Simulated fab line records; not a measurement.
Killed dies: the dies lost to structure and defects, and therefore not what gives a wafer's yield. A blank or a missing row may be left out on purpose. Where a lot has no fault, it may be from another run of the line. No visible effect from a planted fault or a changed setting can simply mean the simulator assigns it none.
A struck lot beside a sound one :: flow sky130 :: 15 steps out of a route of 708
Sound: the wafers L832.1, L832.3, L832.6. Struck: wafer L842.1 (L842.2, L842.3, from the same lot, were not struck and are left out); the cause is given at the end.
For every step that has rows: the tool of each side, followed by ch and its chambers, followed by its first start. Under that, the readings that differ: sound wafers :: struck wafers :: difference of the means :: sigmas: that difference in standard deviations of wafers without a fault.
alike: a reading whose means differ by less than 2 such deviations, as well as words and numbers matching on both sides. not compared: withheld readings; readings where some wafer has no value; bounds like >300 that might hide an equal value; numbers whose values overlap and for which the record gives no deviation.
A row with sigmas, a row that says differs or no value, or rows on one side alone: a step with any of these is where the two part. Numbers that don't overlap but have no deviation are shown without sigmas and don't part them. A reading missing from all wafers of one side parts the sides only when that side holds two or more wafers.

first, 8 steps without rows for these wafers: SKY_METAL3_DEHYDRATE_05 (time 60 s); SKY_METAL3_HMDS_06 (prime time 60 s); SKY_METAL3_COAT_07 (resist thk 60 nm); SKY_METAL3_COAT_08 (resist thk 1140 nm); SKY_METAL3_SOFTBAKE_09 (time 90 s); SKY_METAL3_EXPOSE_10 (exposes mask MM3, target cd 300 nm); SKY_METAL3_PEB_11; SKY_METAL3_DEVELOP_12 (develop time 60 s).
SKY_METAL3_CD_MEAS_13: target cd 300 nm.
  sound on cd sem-02 at day 38 21:24; struck on cd sem-01 at day 41 20:05
  alike: cd nm
SKY_METAL3_OVL_MEAS_14:
  sound on overlay-02 at day 38 21:31; struck on overlay-01 at day 41 20:12
  alike: METAL3_OVL
SKY_METAL3_DESCUM_15: chemistry O2, time 8 s.
  sound on rie metal-02 ch 1, day 38 21:33; struck on rie metal-03 ch 0, day 41 20:14
reading: oes product au (a.u.)
sound: 1.009 1.010 1.008
struck: 1.038
difference: +0.029
sigmas: +3
  alike: drypump motor current A, rf fwd power W
  not compared: rf hours counter h
SKY_METAL3_ETCH_16: etches BARC in N2/H2, stops on SiO2, time 88.2 s, target depth 60 nm.
  sound on rie metal-02 ch 1, day 38 21:37; struck on rie metal-03 ch 0, day 41 20:16
reading: oes product au (a.u.)
sound: 0.627 0.622 0.621
struck: 0.614
difference: -0.009
sigmas: -2

reading: rf fwd power W (W)
sound: 499.9 500.5 498.6
struck: 494.2
difference: -5.5
sigmas: -3
  alike: drypump motor current A, throttle valve pct
  not compared: rf hours counter h
SKY_METAL3_ETCH_17: etches SiO2 in C4F8/O2/Ar, stops on TiN, time 3.9 s, target depth 15 nm.
  sound on rie diel-01 ch 0,1,2, day 38 21:49; struck on rie diel-01 ch 0, day 41 20:22
  alike: oes product au, rf fwd power W
  not compared: model.TiN_of_METAL3_SPUTTER_04.thk nm
SKY_METAL3_METAL_ETCH_18: etches the open film in Cl2/BCl3, stops on SiO2, target depth 845 nm, time 183.1 s.
  sound on rie metal-04 ch 0,1, day 38 21:50; struck on rie metal-04 ch 0, day 41 20:23
  alike: drypump motor current A, oes product au, rf fwd power W, throttle valve pct
  not compared: rf hours counter h
-- the record jumps here: 7 days lie between the struck wafers' starts before and after (it left off in module METAL3 and takes up again in module PAD_OPEN, whose first step shown is number 708 of the route) --
SKY_PAD_OPEN_PROBE_99:
  rows exist in the record for the struck wafers here (prober-01, day 48 14:06), but not for the sound ones

## WHERE THEY PART
Last at SKY_PAD_OPEN_PROBE_99 as far as this record goes, first at SKY_METAL3_DESCUM_15.

WHY: what the simulator had put in
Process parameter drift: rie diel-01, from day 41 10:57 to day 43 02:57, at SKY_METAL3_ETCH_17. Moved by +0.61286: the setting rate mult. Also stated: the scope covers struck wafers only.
